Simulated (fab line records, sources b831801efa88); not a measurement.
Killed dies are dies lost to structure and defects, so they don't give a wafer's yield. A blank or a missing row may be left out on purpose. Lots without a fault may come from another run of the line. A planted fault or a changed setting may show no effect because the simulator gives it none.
fab line records | flow sfq_line
record lots=6 wafers=18 last_day=95
route steps=325 shown I2@117 M3@118
lots that met no fault: from a run of the same line without faults
start_h: hours from the record's first day to the start of the lot's first wafer shown | wait_h: hours since the lot's step before | " the same as in the row above | L1.1+2: a row that stands for several wafers | - no value, or no start given | * or withheld: withheld | < > ~ a bound
route shown NAME@n: a module of which the file shows steps, and the number in the route of the first | usual: mean/standard deviation of fault-free wafers | same: alike in all rows | chamber/n: place in a boat | sites: the reading at each site | _std_site: their standard deviation | _edge_site: outer sites' mean less inner sites' | radius_mm: how far each site lies from the wafer's centre | mask NAME#n: copy n | behind: the tool/chamber that last shaped the wafer | hold: why the lot was held/for how many hours/how that ended | device: the transistor (n, p or np) that didn't switch | end of line: the same wafers' tests at the end of the route | a step without rows: its recipe alone | killed: dies lost to structure and defects at the first sort, not the wafer's yield | map: a wafer's dies, x killed, . not, _ none there
set.NAME: the setting as run; set.NAME@STEP: as run at that earlier step | model.NAME: the simulator's own value behind a step, which no gauge read
lots at some steps of the route; a table a step, a row a wafer
services: from which hour (start_h, from the record's first day; less than 0 if before it) a tool's chamber was out of use, for how many hours, and why
## steps
# step SFQ_TRILAYER_I2_VIA_STRIP_SOLV_CLEAN_072
# recipe chemistry=NMP temp_c=70 time_s=600
# step SFQ_TRILAYER_M3_DEP_PRE_CLEAN_074
# recipe gas=Ar time_s=22.5 bias_v=250
# step SFQ_TRILAYER_M3_DEP_SPUTTER_073
# recipe material=Nb base_pressure_pa=1.33e-06 chamber_pressure_pa=0.1333 substrate_temp_c=20 resputter_cathode_voltage_v=400 target_thk_nm=200 power_w=2000 time_s=133.3
# usual throttle_valve_pct=29.6/1.4
# columns lot.wafer tool chamber start_h wait_h throttle_valve_pct
L476.1 pvd_sputter-05 - 884.39 0.0 31.3
L476.5 " - " " 31.2
L476.6 " - " " 26.6
L477.1 pvd_sputter-06 - 886.79 0.0 29.3
L477.2 " - " " 30.1
L477.5 " - " " 27.2
L486.1 pvd_sputter-03 - 907.58 0.0 30.4
L486.2 " - " " 31.2
L486.6 " - " " 28.7
L487.1 pvd_sputter-05 - 908.78 0.0 30.2
L487.3 " - " " 31.1
L487.5 " - " " 30.0
L489.2 pvd_sputter-03 - 912.38 0.0 28.8
L489.5 " - " " 29.5
L489.6 " - " " 30.4
L499.2 pvd_sputter-06 - 1056.38 0.0 29.4
L499.4 " - " " 30.0
L499.5 " - " " 30.0
# step SFQ_M3_RS_MEAS_919
# recipe thk_meas_gauge=four-point-probe reads=Nb_of_TRILAYER_M3_DEP_SPUTTER_073
# usual M3_NB_RS=0.893/0.0093
# columns lot.wafer tool chamber start_h wait_h M3_NB_RS[ohm/sq]
L476.1 film_metro-03 - 884.48 0.0 0.889
L476.5 " - " " 0.891
L476.6 " - " " 0.905
L477.1 film_metro-02 - 886.88 0.0 0.907
L477.2 " - " " 0.909
L477.5 " - " " 0.906
L486.1 film_metro-02 - 907.67 0.0 0.891
L486.2 " - " " 0.894
L486.6 " - " " 0.889
L487.1 film_metro-03 - 908.87 0.0 0.908
L487.3 " - " " 0.891
L487.5 " - " " 0.906
L489.2 film_metro-02 - 912.49 0.1 0.888
L489.5 " - " " 0.900
L489.6 " - " " 0.898
L499.2 film_metro-02 - 1056.49 0.1 0.896
L499.4 " - " " 0.906
L499.5 " - " " 0.907
# step SFQ_TRILAYER_M3_LITHO_COAT_080
# recipe resist=BARC spin_rpm=3000 resist_thk_nm=62
# step SFQ_TRILAYER_M3_LITHO_COAT_075
# recipe resist=KrF spin_rpm=3000 resist_thk_nm=600
# step SFQ_TRILAYER_M3_LITHO_SOFTBAKE_079
# recipe temp_c=withheld time_s=withheld resist=KrF
# step SFQ_TRILAYER_M3_LITHO_EXPOSE_076
# recipe mask_id=M3 na=0.6 source_shape=conventional sigma_outer=0.65 target_cd_nm=500 dose_mj=14.4
# step SFQ_TRILAYER_M3_LITHO_PEB_078
# recipe peb_temp_c=115 peb_time_s=60 resist=KrF
# step SFQ_TRILAYER_M3_LITHO_DEVELOP_077
# recipe time_s=60 resist=KrF
# step SFQ_M3_OVL_MEAS_921
# usual M3_OVL=1/6.4
# columns lot.wafer tool chamber start_h wait_h M3_OVL[nm]
L476.1 overlay-02 - 987.09 0.1 5
L476.5 " - " " 2
L476.6 " - " " 7
L477.1 overlay-02 - 990.69 0.1 2
L477.2 " - " " -1
L477.5 " - " " 0
L486.1 overlay-02 - 1012.66 0.1 1
L486.2 " - " " 0
L486.6 " - " " -1
L487.1 overlay-02 - 1014.79 0.1 5
L487.3 " - " " 0
L487.5 " - " " -1
L489.2 overlay-02 - 1018.39 0.1 0
L489.5 " - " " 3
L489.6 " - " " 3
L499.2 overlay-02 - 1060.19 0.1 -5
L499.4 " - " " 0
L499.5 " - " " 6
# step SFQ_TRILAYER_M3_BARC_OPEN_METAL_ETCH_100
# recipe mask_material=PR chemistry=O2 target_depth_nm=125 target=BARC icp_w=600 bias_w=80 pressure_mtorr=10 time_s=41.7
# usual drypump_motor_current_A=5.50/0.25 oes_product_au=0.685/0.0046
# columns lot.wafer tool chamber start_h wait_h drypump_motor_current_A oes_product_au rf_hours_counter_h model.KrF_of_TRILAYER_M3_LITHO_COAT_075.thk_nm
L476.1 rie_metal-03 1 987.12 0.0 5.28 0.686 104 526.3
L476.5 " 1 " " 5.28 0.686 - 524.2
L476.6 " 0 " " 5.36 0.680 - 524.3
L477.1 rie_metal-04 1 990.72 0.0 6.05 0.679 26 520
L477.2 " 1 " " 6.05 0.691 - 520.4
L477.5 " 1 " " 6.05 0.687 - 521.6
L486.1 rie_metal-01 1 1012.85 0.2 5.45 0.685 12 520.1
L486.2 " 1 " " 5.45 0.692 - 521.9
L486.6 " 1 " " 5.44 0.686 - 522.1
L487.1 rie_metal-03 0 1014.82 0.0 5.36 0.683 90 523.5
L487.3 " 0 " " 5.37 0.685 - 535.3
L487.5 " 1 " " 5.27 0.695 - 535
L489.2 rie_metal-03 1 1018.42 0.0 5.30 0.695 110 521.7
L489.5 " 1 " " 5.30 0.683 - 536.1
L489.6 " 0 " " 5.36 0.689 - 520.4
L499.2 rie_metal-04 1 1060.24 0.0 6.04 0.674 - 521.7
L499.4 " 1 " " 6.06 0.681 - 520.8
L499.5 " 1 " " 6.07 0.685 - 521.8
# step SFQ_TRILAYER_M3_ETCH_METAL_ETCH_078
# recipe target=Nb stop_on=SiO2 mask_material=PR chemistry=Cl2/Ar target_depth_nm=240 icp_w=600 bias_w=80 pressure_mtorr=10 time_s=120
# usual drypump_motor_current_A=5.50/0.24 oes_product_au=0.893/0.0069
# columns lot.wafer tool chamber start_h wait_h drypump_motor_current_A oes_product_au rf_hours_counter_h model.KrF_of_TRILAYER_M3_LITHO_COAT_075.thk_nm
L476.1 rie_metal-03 1 987.18 0.0 5.28 0.899 104 383.8
L476.5 " 1 " " 5.30 0.900 - 381.6
L476.6 " 0 " " 5.35 0.886 - 381.6
L477.1 rie_metal-04 1 990.84 0.1 6.05 0.892 26 379.2
L477.2 " 1 " " 6.04 0.884 - 380.2
L477.5 " 1 " " 6.05 0.890 - 380.3
L486.1 rie_metal-01 1 1012.97 0.1 5.45 0.886 12 375.9
L486.2 " 1 " " 5.44 0.891 - 377.2
L486.6 " 1 " " 5.45 0.893 - 377.3
L487.1 rie_metal-03 0 1014.88 0.0 5.35 0.881 90 380.1
L487.3 " 0 " " 5.36 0.888 - 391.4
L487.5 " 1 " " 5.29 0.890 - 393.6
L489.2 rie_metal-03 1 1018.48 0.0 5.30 0.900 110 378.4
L489.5 " 1 " " 5.29 0.890 - 392.2
L489.6 " 0 " " 5.38 0.889 - 375.4
L499.2 rie_metal-04 1 1060.38 0.1 6.03 0.895 - 378.2
L499.4 " 1 " " 6.03 0.889 - 376.6
L499.5 " 1 " " 6.06 0.878 - 378.7
# step SFQ_TRILAYER_M3_STRIP_STRIP_079
# recipe gas=O2 power_w=200 platen_temp_c=40 overash_fraction=0.65 chemistry=O2 pressure_mtorr=50
# usual drypump_motor_current_A=5.50/0.25 oes_product_au=1.008/0.0076 platen_temp_c=39.99/0.11
# columns lot.wafer tool chamber start_h wait_h drypump_motor_current_A oes_product_au platen_temp_c rf_hours_counter_h
L476.1 rie_metal-03 1 987.31 0.1 5.29 1.023 39.98 104
L476.5 " 1 " " 5.30 1.006 40.08 -
L476.6 " 0 " " 5.38 1.013 39.95 -
L477.1 rie_metal-04 1 991.09 0.2 6.06 1.020 39.97 27
L477.2 " 1 " " 6.06 0.999 39.85 -
L477.5 " 1 " " 6.07 1.018 39.86 -
L486.1 rie_metal-01 1 1013.22 0.2 5.47 1.013 40.06 12
L486.2 " 1 " " 5.45 1.000 40.05 -
L486.6 " 1 " " 5.45 1.014 39.86 -
L487.1 rie_metal-03 0 1015.01 0.1 5.38 1.002 40.13 91
L487.3 " 0 " " 5.37 1.012 39.98 -
L487.5 " 1 " " 5.29 1.011 39.96 -
L489.2 rie_metal-03 1 1018.61 0.1 5.30 0.999 40.03 110
L489.5 " 1 " " 5.29 1.007 40.08 -
L489.6 " 0 " " 5.40 1.001 39.89 -
L499.2 rie_metal-04 1 1060.79 0.4 6.08 1.002 40.00 -
L499.4 " 1 " " 6.08 1.001 39.79 -
L499.5 " 1 " " 6.07 1.002 39.89 -
## services
# columns tool chamber start_h hours kind
rie_metal-03 0 867.72 4.5 repair
rie_metal-04 0 871.60 8.3 repair
rie_metal-01 - 879.37 2.8 pm
rie_metal-01 1 901.27 3.4 repair
pvd_sputter-05 3 937.21 - consumable_replace:kit
pvd_sputter-05 3 937.21 18.0 scheduled_down
pvd_sputter-05 3 937.21 18.0 vent_cycle
rie_metal-01 1 942.85 - clean
rie_metal-01 1 942.85 17.9 scheduled_down
rie_metal-01 1 942.85 17.9 vent_cycle
rie_metal-01 0 964.07 6.5 repair
pvd_sputter-06 - 965.19 0.8 repair
rie_metal-04 0 986.69 - clean
rie_metal-04 0 986.69 21.9 scheduled_down
rie_metal-04 0 986.69 21.9 vent_cycle
rie_metal-04 - 1006.30 28.1 pm
rie_metal-01 0 1011.34 - clean
rie_metal-01 0 1011.34 24.2 scheduled_down
rie_metal-01 0 1011.34 24.2 vent_cycle
rie_metal-01 - 1018.91 0.2 repair
rie_metal-04 - 1050.96 1.0 repair
rie_metal-04 0 1059.79 4.8 repair
## key
first_sign none at tools or gauges
model_effect step=SFQ_TRILAYER_M3_BARC_OPEN_METAL_ETCH_100 value=KrF_of_TRILAYER_M3_LITHO_COAT_075.thk_nm without=521.9 struck=535.5
model_effect step=SFQ_TRILAYER_M3_ETCH_METAL_ETCH_078 value=KrF_of_TRILAYER_M3_LITHO_COAT_075.thk_nm without=378.8 struck=392.4
met_at SFQ_TRILAYER_M3_BARC_OPEN_METAL_ETCH_100
struck_wafers L487.3,L487.5,L489.5
onset_between 987.12 1014.82
fault kind=process_parameter_drift tool=rie_metal-03 chamber=- onset_h=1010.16 steps=SFQ_TRILAYER_M3_BARC_OPEN_METAL_ETCH_100 channel=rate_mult offset=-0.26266 shape=step end_h=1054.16 scope=struck_wafers_only
